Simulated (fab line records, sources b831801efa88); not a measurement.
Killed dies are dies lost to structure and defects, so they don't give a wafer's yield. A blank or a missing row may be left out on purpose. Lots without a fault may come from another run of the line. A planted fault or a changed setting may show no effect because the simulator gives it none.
Tool commonality check | flow gf180mcu | 14 lots, 42 wafers sampled

WHY IT WAS OPENED
At GF_STI_THK_MEAS_02 the reading STI_OXIDATION_THK is flagged on 3 of 14 lots. Wafers without a fault read 10.11 nm, standard deviation 0.15.
Rule: a lot is flagged when every wafer of it that has a number lies more than 4 standard deviations from that mean, or none has a number. The other lots count as sound.

lot  | measured    | on            | STI_OXIDATION_THK (nm), wafer by wafer | flag
L917 | day 1 12:10 | film_metro-02 | 10.34 10.29 10.52                      |
L918 | day 1 16:31 | film_metro-04 | 10.32 10.21 10.28                      |
L920 | day 2 03:08 | film_metro-01 | 9.99 9.94 9.90                         |
L921 | day 2 07:32 | film_metro-01 | 9.99 10.16 10.18                       |
L922 | day 2 15:07 | film_metro-04 | 16.61 16.51 16.54                      | FLAGGED
L923 | day 2 22:17 | film_metro-01 | 10.45 10.46 10.25                      |
L925 | day 3 07:50 | film_metro-02 | 16.65 16.40 16.73                      | FLAGGED
L926 | day 3 13:35 | film_metro-01 | 16.10 16.41 16.48                      | FLAGGED
L932 | day 4 14:31 | film_metro-01 | 10.07 10.00 10.34                      |
L933 | day 4 19:32 | film_metro-01 | 9.91 10.04 10.23                       |
L934 | day 5 00:31 | film_metro-04 | 10.03 10.11 10.11                      |
L936 | day 5 13:05 | film_metro-04 | 10.06 9.90 10.05                       |
L937 | day 5 15:50 | film_metro-01 | 10.19 9.95 9.94                        |
L939 | day 6 01:31 | film_metro-01 | 9.89 10.07 10.12                       |
The numbers of the flagged lots are 16.49 nm on average: +6.38 nm against the usual, or +43 standard deviations.

WHICH TOOL RAN EACH LOT
The record holds 1 process step before the reading, out of a route of 602 steps. In each cell: the tool, then ch and the chambers that the sampled wafers went through, then the start.
lot  | flag    | GF_STI_OXIDATION_01
L917 |         | furnace-02 ch 0, day 1 10:46
L918 |         | furnace-02 ch 0, day 1 15:07
L920 |         | furnace-02 ch 0, day 2 01:44
L921 |         | furnace-02 ch 0, day 2 06:08
L922 | FLAGGED | furnace-02 ch 0, day 2 11:11
L923 |         | furnace-02 ch 0, day 2 20:52
L925 | FLAGGED | furnace-02 ch 0, day 3 03:38
L926 | FLAGGED | furnace-02 ch 0, day 3 08:59
L932 |         | furnace-01 ch 0, day 4 13:07
L933 |         | furnace-01 ch 0, day 4 18:07
L934 |         | furnace-01 ch 0, day 4 23:07
L936 |         | furnace-01 ch 0, day 5 11:41
L937 |         | furnace-02 ch 0, day 5 14:25
L939 |         | furnace-01 ch 0, day 6 00:07
What these steps do:
- GF_STI_OXIDATION_01: stabilise 600 s, purge 300 s, target thk 10 nm.
- GF_STI_THK_MEAS_02

FLAGGED OVER TOTAL, TOOL BY TOOL (the gauges that took the reading come last)
step                | tool          | lots run | flagged | share of the flagged lots | sound lots run after its first flagged lot
GF_STI_OXIDATION_01 | furnace-01    | 5        | 0       | none                      | -
GF_STI_OXIDATION_01 | furnace-02    | 9        | 3       | all                       | 2 (L923,L937)
GF_STI_THK_MEAS_02  | film_metro-01 | 8        | 1       | some                      | 4 (L932,L933,L937,L939)
GF_STI_THK_MEAS_02  | film_metro-02 | 2        | 1       | some                      | 0
GF_STI_THK_MEAS_02  | film_metro-04 | 4        | 1       | some                      | 2 (L934,L936)

WHAT THE TABLE ALLOWS
1 row of the table ran every flagged lot: furnace-02 at GF_STI_OXIDATION_01.
- furnace-02 at GF_STI_OXIDATION_01: 3 of its 9 lots flagged. Sound lots ran on it after the first flagged one (L923, L937), which a lasting fault on the whole tool wouldn't allow.
No row of the table ran every flagged lot and no sound lot after the first.

WHAT THE SIMULATOR HAD PUT IN
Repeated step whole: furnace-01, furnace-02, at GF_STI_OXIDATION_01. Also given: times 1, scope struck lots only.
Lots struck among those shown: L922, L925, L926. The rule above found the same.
